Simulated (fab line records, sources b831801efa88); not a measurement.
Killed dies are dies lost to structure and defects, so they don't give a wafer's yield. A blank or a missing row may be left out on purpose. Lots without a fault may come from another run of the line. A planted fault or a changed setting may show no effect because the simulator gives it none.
Which tool did it? | flow sky130 | 12 lots, 36 wafers sampled, at 1 step of a route of 708

WHAT THE GAUGES READ, wafer by wafer
SKY_FIELD_ISO_THK_MEAS_25.
lot  | measured    | on            | FIELD_ISO_CVD_24_THK (nm)
L075 | day 2 13:46 | film_metro-03 | 583 595 579
L077 | day 3 01:44 | film_metro-01 | 588 598 586
L079 | day 3 10:35 | film_metro-02 | 589 590 598
L081 | day 3 23:03 | film_metro-02 | 587 583 582
L083 | day 4 10:06 | film_metro-01 | 589 587 587
L085 | day 4 18:26 | film_metro-03 | 589 598 592
L087 | day 5 04:11 | film_metro-01 | 583 596 596
L089 | day 5 12:52 | film_metro-02 | 592 595 587
L091 | day 6 00:14 | film_metro-03 | 588 592 587
L093 | day 6 09:39 | film_metro-02 | 586 582 586
L095 | day 6 23:35 | film_metro-03 | 588 591 584
L097 | day 7 07:25 | film_metro-03 | 586 589 577

WHICH TOOL RAN EACH LOT (tool, then ch and the chambers of the sampled wafers, then the start)
The record holds no process step before these readings.

THE ANSWER, worked out from the rows above alone
Rule: what is usual is taken from the lots themselves. Put in order of their means at a reading, lots are off if they are a third of the lots or fewer, leave a main group of 4 or more, and stand apart from it by a gap of 3 or more times the standard deviation of the main group's means; of several such gaps the widest counts. A main group whose means are all the same, to the digits that the tables above print for the reading, isn't used. A lot without any number at a reading at which 4 lots or more have one is off too. The other lots that the step has rows for count as sound.
No lot is off at any reading shown: from this, nothing can be told.

WHAT THE SIMULATOR HAD PUT IN
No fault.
